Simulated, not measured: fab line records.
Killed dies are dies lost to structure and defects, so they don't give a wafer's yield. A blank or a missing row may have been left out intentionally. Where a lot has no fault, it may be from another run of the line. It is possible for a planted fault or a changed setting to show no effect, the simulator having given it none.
fab line records -- flow gf180mcu
[record] lots = 6, wafers = 18, last_day = 34
route steps=602 shown DUAL_GATE@152 POLY_GATE@157
lots that met no fault: from a run of the same line without faults
start_h: hours from the record's opening day to when the first of the lot's shown wafers began -- wait_h: hours since the lot's step before -- " as in the row above -- L1.1+2: a single row standing in for several wafers -- - no value, or no start was given -- * or withheld: withheld -- < > ~ a bound
route shown NAME@n: a module of which the file shows steps, and the number in the route of the first -- usual: mean and standard deviation over wafers with no fault -- same: alike in all rows -- chamber/n: place in a boat -- sites: readings site by site -- _std_site: the values' standard deviation -- _edge_site: the outer-site mean with the inner-site mean subtracted -- radius_mm: for every site, how far away it sits from the centre of the wafer -- mask NAME#n: copy n -- behind: the most recent tool/chamber to have shaped the wafer -- hold: what put the lot on hold/how long, in hours/how the hold closed -- device: whichever transistor did not switch (one of n, p or np) -- end of line: the same wafers' tests at the end of the route -- where a step has no rows: the recipe by itself -- killed: not the wafer's yield, but the dies lost to structure and defects at the first sort -- map: dies across one wafer; x = killed, . = not, _ = none there
set.NAME: the run value of the setting; set.NAME@STEP: its run value at that earlier step -- model.NAME: the simulator's own value behind a step, which no gauge read
lots at selected steps of the route; one table per step, one row per wafer
services: when a tool's chamber went out of use (start_h, in hours from the record's first day, below 0 if earlier), for how many hours, and the reason
[[steps]]
[step GF_DUAL_GATE_OVL_MEAS_11]
[usual] DUAL_GATE_OVL = 1.2/1.3
lot.wafer,tool,chamber,start_h,wait_h,DUAL_GATE_OVL[nm]
L184.2,overlay-01,-,213.58,0.1,1.7
L184.4,overlay-01,-,213.58,0.1,2.5
L184.5,overlay-01,-,213.58,0.1,2.1
L192.1,overlay-02,-,262.47,0.1,2.3
L192.4,overlay-02,-,262.47,0.1,2.6
L192.5,overlay-02,-,262.47,0.1,3.3
L193.3,overlay-02,-,274.43,0.1,1.6
L193.5,overlay-02,-,274.43,0.1,1.4
L193.6,overlay-02,-,274.43,0.1,1.2
L199.1,overlay-01,-,318.51,0.1,2.4
L199.3,overlay-01,-,318.51,0.1,1.5
L199.5,overlay-01,-,318.51,0.1,3.8
L200.2,overlay-02,-,318.62,0.1,0.7
L200.4,overlay-02,-,318.62,0.1,-0.9
L200.5,overlay-02,-,318.62,0.1,1.3
L202.4,overlay-01,-,329.98,0.1,-0.5
L202.5,overlay-01,-,329.98,0.1,0.7
L202.6,overlay-01,-,329.98,0.1,0.0
[step GF_DUAL_GATE_WET_ETCH_12]
[recipe] chemistry = dHF, target_depth_nm = 13, dry = n2_spin, target = SiO2, temp_c = 25, dilution = 100:1, time_s = 260
[step GF_DUAL_GATE_STRIP_13]
[recipe] chemistry = O2/N2, power_w = 1400, pressure_mtorr = 1500, platen_temp_c = 250, o2_flow_sccm = 3000, n2_flow_sccm = 300, overash_fraction = 0.5
[usual] drypump_motor_current_A = 5.5/0.44, heater_power_w = 333/31, oes_product_au = 0.715/0.0049, strip_time_to_endpoint_s = 12.64/0.032
lot.wafer,tool,chamber,start_h,wait_h,drypump_motor_current_A,heater_power_w,oes_product_au,rf_hours_counter_h,strip_time_to_endpoint_s
L184.2,plasma_asher-04,0,213.69,0.0,5.4,315,0.714,54,12.66
L184.4,plasma_asher-04,0,213.69,0.0,5.4,311,0.713,-,12.61
L184.5,plasma_asher-04,0,213.69,0.0,5.4,300,0.713,-,12.66
L192.1,plasma_asher-02,1,262.59,0.0,6.0,330,0.724,45,12.64
L192.4,plasma_asher-02,1,262.59,0.0,5.9,329,0.715,-,12.63
L192.5,plasma_asher-02,0,262.59,0.0,4.9,302,0.716,-,12.63
L193.3,plasma_asher-02,1,274.57,0.0,6.0,325,0.720,-,12.63
L193.5,plasma_asher-02,1,274.57,0.0,6.0,339,0.707,-,12.65
L193.6,plasma_asher-02,0,274.57,0.0,4.9,311,0.712,-,12.65
L199.1,plasma_asher-02,0,318.63,0.0,4.9,298,0.718,51,12.59
L199.3,plasma_asher-02,0,318.63,0.0,4.9,307,0.711,-,12.68
L199.5,plasma_asher-02,1,318.63,0.0,6.0,330,0.712,-,12.62
L200.2,plasma_asher-01,0,318.73,0.0,5.7,323,0.710,72,12.62
L200.4,plasma_asher-01,0,318.73,0.0,5.6,324,0.725,-,12.62
L200.5,plasma_asher-01,1,318.73,0.0,5.6,398,0.713,-,12.65
L202.4,plasma_asher-04,1,330.11,0.0,6.1,375,0.721,-,12.66
L202.5,plasma_asher-04,1,330.11,0.0,6.1,373,0.714,-,12.63
L202.6,plasma_asher-04,0,330.11,0.0,5.4,310,0.723,-,12.66
[step GF_DUAL_GATE_CLEAN_14]
[recipe] chemistry = SC1/SC2, mix = 1:4:20, temp_c = 70, time_s = 150, dry = n2_spin
[step GF_DUAL_GATE_OXIDATION_15]
[recipe] temp_c = 850, ambient = O2, stabilise_s = 600, purge_s = 300, target_thk_a = 70.98, ox_time_s = 1995
[step GF_POLY_GATE_CVD_00]
[recipe] material = poly-Si, target_thk_nm = 200, temp_c = 620, time_s = 1200, pressure_mtorr = 200
[step GF_POLY_GATE_THK_MEAS_01]
[recipe] reads = poly-Si_of_POLY_GATE_CVD_00
[usual] POLY_GATE_CVD_00_THK = 201.4/1.6
lot.wafer,tool,chamber,start_h,wait_h,POLY_GATE_CVD_00_THK[nm]
L184.2,film_metro-02,-,217.83,0.0,200.2
L184.4,film_metro-02,-,217.83,0.0,199.2
L184.5,film_metro-02,-,217.83,0.0,201.4
L192.1,film_metro-03,-,270.52,0.0,199.8
L192.4,film_metro-03,-,270.52,0.0,198.7
L192.5,film_metro-03,-,270.52,0.0,199.0
L193.3,film_metro-02,-,284.22,0.0,200.1
L193.5,film_metro-02,-,284.22,0.0,199.5
L193.6,film_metro-02,-,284.22,0.0,201.4
L199.1,film_metro-03,-,322.34,0.0,201.2
L199.3,film_metro-03,-,322.34,0.0,202.0
L199.5,film_metro-03,-,322.34,0.0,201.1
L200.2,film_metro-02,-,323.17,0.0,202.1
L200.4,film_metro-02,-,323.17,0.0,204.1
L200.5,film_metro-02,-,323.17,0.0,203.5
L202.4,film_metro-03,-,338.59,0.0,200.3
L202.5,film_metro-03,-,338.59,0.0,200.4
L202.6,film_metro-03,-,338.59,0.0,201.3
[step GF_POLY_GATE_DEHYDRATE_02]
[recipe] temp_c = 200, time_s = 60
[step GF_POLY_GATE_HMDS_03]
[recipe] prime_time_s = 60, prime_temp_c = 120
[step GF_POLY_GATE_COAT_04]
[recipe] resist = BARC, temp_c = withheld, time_s = withheld, spin_rpm = withheld, resist_thk_nm = withheld
[step GF_POLY_GATE_COAT_05]
[recipe] resist = KrF, spin_rpm = withheld, resist_thk_nm = 700
[step GF_POLY_GATE_SOFTBAKE_06]
[recipe] temp_c = 130, time_s = 60, resist = KrF
[step GF_POLY_GATE_EXPOSE_07]
[recipe] mask_id = Poly2, target_cd_nm = 280, na = 0.68, source_shape = conventional, sigma_outer = 0.6, dose_mj = 28
[usual] exposure_dose_mJ_cm2 = 27.997/0.025, focus_offset_nm = -0.1/0.49, stage_vel_mm_s = 500.03/0.24
lot.wafer,tool,chamber,start_h,wait_h,mask,exposure_dose_mJ_cm2,focus_offset_nm,stage_vel_mm_s
L184.2,krf_scanner-02,0,226.86,-,Poly2#0,28.015,0.8,500.06
L184.4,krf_scanner-02,0,226.86,-,Poly2#0,28.038,0.3,499.94
L184.5,krf_scanner-02,0,226.86,-,Poly2#0,28.029,0.6,499.95
L192.1,krf_scanner-02,-,280.31,-,Poly2#0,-,-,-
L192.4,krf_scanner-02,-,280.31,-,Poly2#0,-,-,-
L192.5,krf_scanner-02,-,280.31,-,Poly2#0,-,-,-
L193.3,krf_scanner-01,-,293.48,-,Poly2#0,-,-,-
L193.5,krf_scanner-01,-,293.48,-,Poly2#0,-,-,-
L193.6,krf_scanner-01,-,293.48,-,Poly2#0,-,-,-
L199.1,krf_scanner-02,0,332.50,-,Poly2#0,28.008,0.1,500.08
L199.3,krf_scanner-02,0,332.50,-,Poly2#0,28.018,0.3,500.35
L199.5,krf_scanner-02,0,332.50,-,Poly2#0,27.972,-0.8,500.08
L200.2,krf_scanner-01,0,333.42,-,Poly2#0,28.018,-0.7,500.02
L200.4,krf_scanner-01,0,333.42,-,Poly2#0,28.046,-0.1,499.92
L200.5,krf_scanner-01,0,333.42,-,Poly2#0,27.972,-1.0,500.02
L202.4,krf_scanner-01,0,348.89,-,Poly2#0,27.961,-0.1,500.32
L202.5,krf_scanner-01,0,348.89,-,Poly2#0,27.982,-0.2,500.28
L202.6,krf_scanner-01,0,348.89,-,Poly2#0,27.987,0.8,500.39
[step GF_POLY_GATE_PEB_08]
[recipe] peb_temp_c = 135, peb_time_s = 90, resist = KrF
[[services]]
tool,chamber,start_h,hours,kind
krf_scanner-02,-,193.92,1.3,pm
krf_scanner-01,-,200.75,0.8,pm
krf_scanner-02,-,202.87,7.2,pm
krf_scanner-01,-,220.26,1.9,repair
krf_scanner-02,-,223.95,2.0,repair
krf_scanner-02,-,231.57,0.8,pm
krf_scanner-01,-,256.43,1.0,pm
krf_scanner-02,-,292.84,0.8,pm
krf_scanner-02,-,329.89,1.0,pm
krf_scanner-01,-,331.93,1.3,pm
[[key]]
[first_sign] step = GF_POLY_GATE_EXPOSE_07, reading = tool_record, direction = missing
effect none on later readings
met_at GF_POLY_GATE_EXPOSE_07
struck_wafers L192.1,L192.4,L192.5,L193.3,L193.5,L193.6
later_rows_left_out L192.1,L192.4,L192.5,L193.3,L193.5,L193.6
sort_left_out L192.1,L192.4,L192.5,L193.3,L193.5,L193.6
tester_left_out L192,L193
onset_between 226.86 280.31
[fault] kind = skipped_step_whole, tool = krf_scanner-01,krf_scanner-02, chamber = -, onset_h = 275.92, steps = GF_POLY_GATE_EXPOSE_07, scope = struck_lots_only
// tester_left_out: of these lots the tester's yield and bins aren't shown, on N5 and GAA mostly nor the transistor test; their killed dies are dies lost to structure and defects alone, not to doping, threshold or leakage, so they don't give the yield
// sort_left_out: the simulated sort isn't trusted on such a fault, so these wafers' sort isn't shown, and their yield isn't known
// later_rows_left_out: the simulator's readings of these wafers behind a module that went badly wrong aren't trusted and aren't shown, but for the sort
